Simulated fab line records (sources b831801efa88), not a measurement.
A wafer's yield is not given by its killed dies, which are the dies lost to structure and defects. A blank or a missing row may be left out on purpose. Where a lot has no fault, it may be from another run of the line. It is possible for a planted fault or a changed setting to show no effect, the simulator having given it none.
fab line records	flow sky130
[record] lots = 5	wafers = 15	last_day = 50
route steps=708 shown VT_ADJUST_LVTN@105 VT_ADJUST_NCORE@119 VT_ADJUST_HVTR@131 PAD_OPEN@708
lots with no fault: from the same line, run without faults
start_h: hours from the record's first day to the start of the lot's first wafer shown	wait_h: hours from the lot's prior step to this one	" identical to the entry in the row above	L1.1+2: a single row standing in for several wafers	- no value, or no start given	* or withheld: withheld	< > ~ a bound
route shown NAME@n: a module of which the file shows steps, and the number in the route of the first	usual: the fault-free wafers' mean and standard deviation	same: alike in all rows	chamber/n: place in a boat	sites: each site's reading	_std_site: the standard deviation of these	_edge_site: mean of outer sites minus mean of inner sites	radius_mm: for every site, how far away it sits from the centre of the wafer	mask NAME#n: copy n	behind: the last tool/chamber to shape the wafer	hold: the reason the lot was held/the length of the hold in hours/how it ended	device: the transistor (n, p or np) that didn't switch	end of line: tests of these same wafers at the route's end	a step given without rows: its recipe and nothing more	killed: dies lost to structure and defects at the first sort, not the wafer's yield	map: a wafer's dies, x killed, . not, _ none there
set.NAME: the setting as run; set.NAME@STEP: as run at that earlier step	model.NAME: the simulator's own value behind a step, which no gauge read
lots at some steps of the route; a table a step, a row a wafer
services: when a tool's chamber went out of use (start_h, in hours from the record's first day, below 0 if earlier), for how many hours, and the reason
[[steps]]
[step SKY_VT_ADJUST_LVTN_IMPLANT_08]
[recipe] species = B	energy_kev = 30	dose_cm2 = 1.57e+12	tilt_deg = withheld
[step SKY_VT_ADJUST_LVTN_STRIP_09]
[recipe] chemistry = O2/N2	power_w = 1400	pressure_mtorr = 1500	platen_temp_c = withheld	o2_flow_sccm = 3000	n2_flow_sccm = 300	overash_fraction = 0.5
[usual] drypump_motor_current_A = 6.2/0.39	oes_product_au = 0.723/0.0044	strip_time_to_endpoint_s = 36.90/0.086
lot.wafer	tool	chamber	start_h	wait_h	drypump_motor_current_A	oes_product_au	rf_hours_counter_h	strip_time_to_endpoint_s
L593.3	plasma_asher-03	1	162.17	0.1	6.8	0.727	-	36.71
L593.5	"	0	"	"	5.7	0.725	-	36.79
L593.6	"	1	"	"	6.8	0.726	-	36.78
L597.1	plasma_asher-02	1	185.88	0.1	6.2	0.725	38	36.95
L597.4	"	0	"	"	6.3	0.726	-	37.07
L597.6	"	0	"	"	6.3	0.725	-	36.90
L598.3	plasma_asher-02	1	192.47	0.1	6.2	0.718	-	36.89
L598.5	"	0	"	"	6.3	0.726	-	36.85
L598.6	"	1	"	"	6.2	0.720	-	36.84
L609.2	plasma_asher-02	0	264.55	0.1	6.3	0.722	46	36.87
L609.5	"	1	"	"	6.2	0.725	-	36.96
L609.6	"	0	"	"	6.3	0.722	-	36.91
L612.1	plasma_asher-02	0	284.39	0.1	6.3	0.720	47	36.79
L612.4	"	0	"	"	6.2	0.733	-	36.78
L612.5	"	0	"	"	6.3	0.721	-	36.82
[step SKY_VT_ADJUST_LVTN_TW_MEAS_10]
[usual] VT_ADJUST_LVTN_TW = 243/3.3
lot.wafer	tool	chamber	start_h	wait_h	VT_ADJUST_LVTN_TW
L593.3	film_metro-04	-	162.30	0.1	239
L593.5	"	-	"	"	237
L593.6	"	-	"	"	240
L597.1	film_metro-03	-	185.98	0.1	246
L597.4	"	-	"	"	244
L597.6	"	-	"	"	245
L598.3	film_metro-02	-	192.55	0.1	243
L598.5	"	-	"	"	242
L598.6	"	-	"	"	242
L609.2	film_metro-02	-	264.66	0.1	243
L609.5	"	-	"	"	243
L609.6	"	-	"	"	243
L612.1	film_metro-04	-	284.49	0.1	240
L612.4	"	-	"	"	240
L612.5	"	-	"	"	240
[step SKY_VT_ADJUST_LVTN_DEHYDRATE_11]
[recipe] temp_c = 200	time_s = 60
[step SKY_VT_ADJUST_LVTN_HMDS_12]
[recipe] prime_time_s = 60	prime_temp_c = 120
[step SKY_VT_ADJUST_LVTN_COAT_13]
[recipe] resist = NOVOLAK	spin_rpm = 3000	resist_thk_nm = 1140
[step SKY_VT_ADJUST_LVTN_SOFTBAKE_14]
[recipe] temp_c = 90	time_s = 60	resist = NOVOLAK
[step SKY_VT_ADJUST_LVTN_EXPOSE_15]
[recipe] mask_id = HVN_STD_DERIVED	na = 0.6	source_shape = conventional	sigma_outer = 0.6	polarization = unpolarized	target_cd_nm = 600	dose_mj = 163
[step SKY_VT_ADJUST_LVTN_PEB_16]
[recipe] temp_c = withheld	time_s = *	resist = NOVOLAK
[step SKY_VT_ADJUST_LVTN_DEVELOP_17]
[recipe] resist = NOVOLAK	developer = TMAH	develop_time_s = 62.06	dev_temp_c = 23
[step SKY_VT_ADJUST_LVTN_OVL_MEAS_18]
[usual] VT_ADJUST_LVTN_01_OVL = 0.2/1.3
lot.wafer	tool	chamber	start_h	wait_h	VT_ADJUST_LVTN_01_OVL[nm]
L593.3	overlay-02	-	182.66	0.1	-0.8
L593.5	"	-	"	"	-1.9
L593.6	"	-	"	"	0.6
L597.1	overlay-02	-	207.80	0.1	0.2
L597.4	"	-	"	"	1.1
L597.6	"	-	"	"	-0.1
L598.3	overlay-02	-	214.26	0.1	-1.1
L598.5	"	-	"	"	0.9
L598.6	"	-	"	"	-0.1
L609.2	overlay-01	-	288.57	0.1	1.1
L609.5	"	-	"	"	0.1
L609.6	"	-	"	"	0.5
L612.1	overlay-02	-	309.80	0.1	0.1
L612.4	"	-	"	"	0.0
L612.5	"	-	"	"	0.3
[step SKY_VT_ADJUST_LVTN_IMPLANT_19]
[recipe] species = B	energy_kev = 30	dose_cm2 = 6.5e+11	tilt_deg = withheld
[step SKY_VT_ADJUST_LVTN_STRIP_20]
[recipe] chemistry = O2/N2	power_w = 1400	pressure_mtorr = 1500	platen_temp_c = withheld	o2_flow_sccm = 3000	n2_flow_sccm = 300	overash_fraction = 0.5
[usual] drypump_motor_current_A = 6.1/0.38	oes_product_au = 0.716/0.0045	strip_time_to_endpoint_s = 14.17/0.043
lot.wafer	tool	chamber	start_h	wait_h	drypump_motor_current_A	oes_product_au	rf_hours_counter_h	strip_time_to_endpoint_s	model.NOVOLAK_of_VT_ADJUST_LVTN_COAT_13.thk_nm
L593.3	plasma_asher-02	0	182.87	0.1	6.3	0.708	-	14.10	0
L593.5	"	1	"	"	6.2	0.725	-	14.12	0
L593.6	"	0	"	"	6.2	0.718	-	14.18	0
L597.1	plasma_asher-03	0	207.98	0.1	5.8	0.936	52	-	558.7
L597.4	"	1	"	"	6.8	0.926	-	-	560
L597.6	"	0	"	"	5.8	0.931	-	-	557.8
L598.3	plasma_asher-01	0	214.47	0.1	5.5	0.720	-	14.13	0
L598.5	"	0	"	"	5.5	0.720	-	14.12	0
L598.6	"	1	"	"	6.2	0.709	-	14.14	0
L609.2	plasma_asher-03	0	288.75	0.1	5.7	0.714	59	14.18	0
L609.5	"	0	"	"	5.7	0.715	-	14.18	0
L609.6	"	1	"	"	6.8	0.727	-	14.12	0
L612.1	plasma_asher-02	1	309.98	0.1	6.2	0.718	50	14.23	0
L612.4	"	1	"	"	6.2	0.716	-	14.23	0
L612.5	"	0	"	"	6.3	0.711	-	14.21	0
[step SKY_VT_ADJUST_LVTN_TW_MEAS_21]
[usual] VT_ADJUST_LVTN_2_TW = 188.2/2.3
lot.wafer	tool	chamber	start_h	wait_h	VT_ADJUST_LVTN_2_TW
L593.3	film_metro-03	-	182.96	0.1	191.4
L593.5	"	-	"	"	192.2
L593.6	"	-	"	"	192.0
L597.1	film_metro-04	-	208.08	0.1	188.2
L597.4	"	-	"	"	187.6
L597.6	"	-	"	"	187.9
L598.3	film_metro-04	-	214.55	0.1	188.2
L598.5	"	-	"	"	188.3
L598.6	"	-	"	"	187.0
L609.2	film_metro-03	-	288.86	0.1	191.1
L609.5	"	-	"	"	191.1
L609.6	"	-	"	"	191.7
L612.1	film_metro-02	-	310.08	0.1	186.4
L612.4	"	-	"	"	185.9
L612.5	"	-	"	"	188.0
[step SKY_VT_ADJUST_NCORE_DEHYDRATE_00]
[recipe] temp_c = 200	time_s = 60
[step SKY_VT_ADJUST_NCORE_HMDS_01]
[recipe] prime_time_s = 60	prime_temp_c = 120
[step SKY_VT_ADJUST_NCORE_COAT_02]
[recipe] resist = NOVOLAK	spin_rpm = 3000	resist_thk_nm = 1140
[step SKY_VT_ADJUST_NCORE_SOFTBAKE_03]
[recipe] temp_c = 90	time_s = 60	resist = NOVOLAK
[step SKY_VT_ADJUST_NCORE_EXPOSE_04]
[recipe] mask_id = LVTN_COMPLEMENT_THIN	na = 0.6	source_shape = conventional	sigma_outer = 0.6	polarization = unpolarized	target_cd_nm = 380	dose_mj = 139
[step SKY_VT_ADJUST_NCORE_PEB_05]
[recipe] temp_c = withheld	time_s = *	resist = NOVOLAK
[step SKY_VT_ADJUST_NCORE_DEVELOP_06]
[recipe] resist = NOVOLAK	developer = TMAH	develop_time_s = 60	dev_temp_c = 23
[step SKY_VT_ADJUST_NCORE_CD_MEAS_07]
[recipe] target_cd_nm = 380
[usual] cd_nm = 380.1/2.7
lot.wafer	tool	chamber	start_h	wait_h	cd_nm
L593.3	cd_sem-01	-	204.19	0.1	382.7
L593.5	"	-	"	"	382.2
L593.6	"	-	"	"	382.0
L597.1	cd_sem-02	-	230.50	0.1	380.6
L597.4	"	-	"	"	382.1
L597.6	"	-	"	"	379.8
L598.3	cd_sem-01	-	236.29	0.1	378.8
L598.5	"	-	"	"	378.0
L598.6	"	-	"	"	377.8
L609.2	cd_sem-02	-	313.92	0.1	376.8
L609.5	"	-	"	"	378.1
L609.6	"	-	"	"	379.0
L612.1	cd_sem-01	-	337.45	0.1	379.6
L612.4	"	-	"	"	382.5
L612.5	"	-	"	"	379.6
[step SKY_VT_ADJUST_NCORE_OVL_MEAS_08]
[usual] VT_ADJUST_NCORE_OVL = -0.3/1.4
lot.wafer	tool	chamber	start_h	wait_h	VT_ADJUST_NCORE_OVL[nm]
L593.3	overlay-02	-	204.28	0.1	-1.2
L593.5	"	-	"	"	-0.8
L593.6	"	-	"	"	-1.2
L597.1	overlay-02	-	230.62	0.1	-0.8
L597.4	"	-	"	"	-2.1
L597.6	"	-	"	"	-0.1
L598.3	overlay-02	-	236.38	0.1	-2.6
L598.5	"	-	"	"	-2.8
L598.6	"	-	"	"	-2.3
L609.2	overlay-01	-	314.02	0.1	-2.4
L609.5	"	-	"	"	-1.6
L609.6	"	-	"	"	-3.0
L612.1	overlay-01	-	337.57	0.1	-0.7
L612.4	"	-	"	"	0.9
L612.5	"	-	"	"	0.2
[step SKY_VT_ADJUST_NCORE_IMPLANT_09]
[recipe] species = B	energy_kev = 10	dose_cm2 = 2.4e+12	tilt_deg = withheld
[step SKY_VT_ADJUST_NCORE_STRIP_10]
[recipe] chemistry = O2/N2	power_w = 1400	pressure_mtorr = 1500	platen_temp_c = withheld	o2_flow_sccm = 2881	n2_flow_sccm = 300	overash_fraction = 0.5
[usual] drypump_motor_current_A = 5.8/0.62	oes_product_au = 0.715/0.0046	strip_time_to_endpoint_s = 14.22/0.045
lot.wafer	tool	chamber	start_h	wait_h	drypump_motor_current_A	oes_product_au	rf_hours_counter_h	strip_time_to_endpoint_s
L593.3	plasma_asher-04	0	204.49	0.1	5.0	0.711	-	14.23
L593.5	"	0	"	"	5.0	0.713	-	14.19
L593.6	"	1	"	"	5.4	0.717	-	14.20
L597.1	plasma_asher-03	0	230.80	0.1	5.7	0.721	53	22.75
L597.4	"	1	"	"	6.9	0.717	-	22.72
L597.6	"	1	"	"	6.8	0.711	-	22.74
L598.3	plasma_asher-02	0	236.59	0.1	6.3	0.718	-	14.22
L598.5	"	0	"	"	6.3	0.712	-	14.24
L598.6	"	1	"	"	6.2	0.717	-	14.21
L609.2	plasma_asher-02	0	314.20	0.1	6.3	0.716	50	14.24
L609.5	"	1	"	"	6.2	0.718	-	14.24
L609.6	"	0	"	"	6.3	0.716	-	14.26
L612.1	plasma_asher-03	0	337.75	0.1	5.8	0.718	63	14.18
L612.4	"	0	"	"	5.7	0.706	-	14.19
L612.5	"	0	"	"	5.8	0.717	-	14.20
[step SKY_VT_ADJUST_NCORE_TW_MEAS_11]
[usual] VT_ADJUST_NCORE_TW = 218/3
lot.wafer	tool	chamber	start_h	wait_h	VT_ADJUST_NCORE_TW
L593.3	film_metro-04	-	204.57	0.1	218
L593.5	"	-	"	"	218
L593.6	"	-	"	"	219
L597.1	film_metro-01	-	230.90	0.1	30
L597.4	"	-	"	"	30
L597.6	"	-	"	"	30
L598.3	film_metro-04	-	236.67	0.1	220
L598.5	"	-	"	"	219
L598.6	"	-	"	"	218
L609.2	film_metro-03	-	314.31	0.1	223
L609.5	"	-	"	"	225
L609.6	"	-	"	"	223
L612.1	film_metro-03	-	337.85	0.1	222
L612.4	"	-	"	"	223
L612.5	"	-	"	"	223
[step SKY_VT_ADJUST_HVTR_DEHYDRATE_00]
[recipe] temp_c = 200	time_s = 60
[step SKY_PAD_OPEN_PROBE_99]
lot.wafer	tool	chamber	start_h	wait_h	model.etest.pfet_16v.r_on_ohm_um	model.etest.nfet_16v.r_on_ohm_um	model.etest.pfet_g5v0d10v5.r_on_ohm_um	model.etest.tip_p.rs_ohm_sq	model.etest.pfet_01v8.r_on_ohm_um	model.etest.tip_p_5v.rs_ohm_sq	model.etest.pfet_g5v0d10v5.drive_ua_um	model.etest.nfet_01v8.drive_ua_um
L593.3	prober-02	-	1093.44	0.2	1.532e+04	1.384e+04	4662	6685	2831	2870	351.2	508.4
L593.5	prober-02	-	1093.54	0.2	1.522e+04	1.396e+04	4684	6714	2829	2870	344.4	505.7
L593.6	prober-02	-	1093.59	0.2	1.529e+04	1.395e+04	4660	6766	2772	2870	347.5	503.4
L597.1	prober-02	-	1118.74	0.1	1.687e+04	1.257e+04	6003	7564	3334	3098	248.1	555.6
L597.4	prober-02	-	1118.89	0.2	1.692e+04	1.259e+04	6189	7538	3491	3103	239.9	553.4
L597.6	prober-02	-	1118.99	0.2	1.659e+04	1.25e+04	6116	7542	3409	3091	239.4	556.9
L598.3	prober-01	-	1125.43	0.2	1.441e+04	1.359e+04	4677	6775	2908	2862	349.6	507.2
L598.5	prober-01	-	1125.53	0.2	1.425e+04	1.377e+04	4621	6843	2915	2865	354.2	497.9
L598.6	prober-01	-	1125.58	0.2	1.468e+04	1.368e+04	4642	6866	2908	2861	346.2	488.3
L609.2	prober-02	-	1180.56	0.1	1.507e+04	1.419e+04	4758	6750	2770	2875	337.6	506.4
L609.5	prober-02	-	1180.71	0.2	1.532e+04	1.417e+04	4723	6792	2875	2874	340.6	505.2
L609.6	prober-02	-	1180.76	0.2	1.524e+04	1.422e+04	4835	6792	2815	2856	335.4	508.7
L612.1	prober-01	-	1194.23	0.1	1.471e+04	1.438e+04	4704	6765	2994	2823	347.4	497.5
L612.4	prober-01	-	1194.38	0.2	1.5e+04	1.444e+04	4714	6807	2958	2862	350.2	493
L612.5	prober-01	-	1194.43	0.2	1.474e+04	1.422e+04	4656	6833	2925	2849	345.9	497.1
// killed by level:class
L593.3 VIA1:geometric_particle:open=13 CONTACT:geometric_particle:open=12 VIA3:geometric_particle:open=10 LI_CONTACT:geometric_particle:open=7 METAL2:geometric_particle:short=7 POLY_GATE:geometric_particle:open=5 METAL1:geometric_particle:short=5 FIELD_ISO:geometric_particle:open=4
L593.5 CONTACT:geometric_particle:open=14 VIA1:geometric_particle:open=9 METAL2:geometric_particle:short=7 VIA3:geometric_particle:open=7 FIELD_ISO:geometric_particle:short=5 FIELD_ISO:geometric_particle:open=5 METAL1:geometric_particle:short=5 POLY_GATE:geometric_particle:open=5
L593.6 METAL1:geometric_particle:short=10 VIA1:geometric_particle:open=9 VIA2:geometric_particle:open=8 VIA3:geometric_particle:open=7 METAL2:geometric_particle:short=6 CONTACT:geometric_particle:open=5 FIELD_ISO:geometric_particle:short=4 METAL3:geometric_particle:short=4
L598.3 CONTACT:geometric_particle:open=10 VIA1:geometric_particle:open=8 CONTACT:geometric_particle:short=7 LI_CONTACT:geometric_particle:open=6 FIELD_ISO:geometric_particle:short=5 POLY_GATE:geometric_particle:open=5 METAL3:geometric_particle:short=5 POLY_GATE:geometric_particle:short=4
L598.5 VIA1:geometric_particle:open=10 CONTACT:geometric_particle:open=9 VIA2:geometric_particle:open=8 POLY_GATE:geometric_particle:open=7 POLY_GATE:geometric_particle:short=7 METAL2:geometric_particle:short=4 VIA3:geometric_particle:short=4 LOCAL_INTERCONNECT:geometric_particle:short=3
L598.6 VIA1:geometric_particle:open=10 POLY_GATE:geometric_particle:short=8 METAL2:geometric_particle:short=7 FIELD_ISO:geometric_particle:open=6 POLY_GATE:geometric_particle:open=6 LI_CONTACT:geometric_particle:open=5 METAL3:geometric_particle:short=5 VIA3:geometric_particle:open=5
L609.2 CONTACT:geometric_particle:open=10 VIA1:geometric_particle:short=9 VIA1:geometric_particle:open=8 LI_CONTACT:geometric_particle:open=7 LOCAL_INTERCONNECT:geometric_particle:short=6 VIA3:geometric_particle:open=6 POLY_GATE:geometric_particle:open=5 VIA2:geometric_particle:open=5
L609.5 CONTACT:geometric_particle:open=8 VIA1:geometric_particle:open=8 FIELD_ISO:geometric_particle:short=6 CONTACT:geometric_particle:short=6 LI_CONTACT:geometric_particle:open=6 LI_CONTACT:geometric_particle:short=5 METAL1:geometric_particle:short=5 VIA1:geometric_particle:short=4
L609.6 VIA1:geometric_particle:open=13 VIA3:geometric_particle:open=11 CONTACT:geometric_particle:open=6 POLY_GATE:geometric_particle:short=5 VIA3:geometric_particle:short=4 LI_CONTACT:geometric_particle:short=4 LI_CONTACT:geometric_particle:open=4 METAL3:geometric_particle:short=4
L612.1 METAL1:geometric_particle:short=8 CONTACT:geometric_particle:open=7 FIELD_ISO:geometric_particle:short=5 VIA1:geometric_particle:open=5 VIA2:geometric_particle:open=5 VIA3:geometric_particle:open=5 LI_CONTACT:geometric_particle:open=4 POLY_GATE:geometric_particle:short=3
L612.4 CONTACT:geometric_particle:open=10 VIA1:geometric_particle:open=9 FIELD_ISO:geometric_particle:short=8 FIELD_ISO:geometric_particle:open=7 METAL3:geometric_particle:short=7 LI_CONTACT:geometric_particle:open=6 CONTACT:geometric_particle:short=6 VIA2:geometric_particle:open=6
L612.5 POLY_GATE:geometric_particle:open=9 VIA1:geometric_particle:short=7 VIA1:geometric_particle:open=7 METAL1:geometric_particle:short=6 METAL2:geometric_particle:short=6 LOCAL_INTERCONNECT:geometric_particle:short=5 LI_CONTACT:geometric_particle:open=4 VIA3:geometric_particle:open=4
[[services]]
tool	chamber	start_h	hours	kind
plasma_asher-01	-	169.70	1.8	repair
plasma_asher-04	-	199.24	2.8	pm
plasma_asher-04	-	217.45	0.4	repair
plasma_asher-03	-	226.55	4.0	repair
plasma_asher-03	-	245.89	2.5	repair
plasma_asher-01	-	261.90	2.4	repair
plasma_asher-03	-	269.32	1.4	repair
plasma_asher-02	-	272.30	10.8	repair
plasma_asher-03	-	314.18	2.8	pm
[[key]]
[first_sign] step = SKY_VT_ADJUST_LVTN_STRIP_20	reading = oes_product_au	direction = up	sigmas = 48	usual = 0.716	struck = 0.931
[effect] step = SKY_VT_ADJUST_NCORE_STRIP_10	reading = strip_time_to_endpoint_s	direction = up	sigmas = 99+	usual = *	struck = *
[effect] step = SKY_VT_ADJUST_NCORE_TW_MEAS_11	reading = VT_ADJUST_NCORE_TW	direction = down	sigmas = 63	usual = 218	struck = 30
[model_effect] step = SKY_VT_ADJUST_LVTN_STRIP_20	value = NOVOLAK_of_VT_ADJUST_LVTN_COAT_13.thk_nm	without = 0	struck = 558.8
[model_effect] step = SKY_PAD_OPEN_PROBE_99	value = etest.pfet_16v.r_on_ohm_um	without = 1.513e+04	struck = 1.679e+04
met_at SKY_VT_ADJUST_LVTN_STRIP_20
struck_wafers L597.1,L597.4,L597.6
sort_left_out L597.1,L597.4,L597.6
tester_left_out L597
[fault] kind = strip_aborted	tool = plasma_asher-03	chamber = -	onset_h = 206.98	steps = SKY_VT_ADJUST_LVTN_STRIP_20	offset = 0.7375	end_h = 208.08
// tester_left_out: of these lots the tester's yield and bins aren't shown, on N5 and GAA mostly nor the transistor test; their killed dies are dies lost to structure and defects alone, not to doping, threshold or leakage, so they don't give the yield
// sort_left_out: the simulated sort isn't trusted on such a fault, so these wafers' sort isn't shown, and their yield isn't known
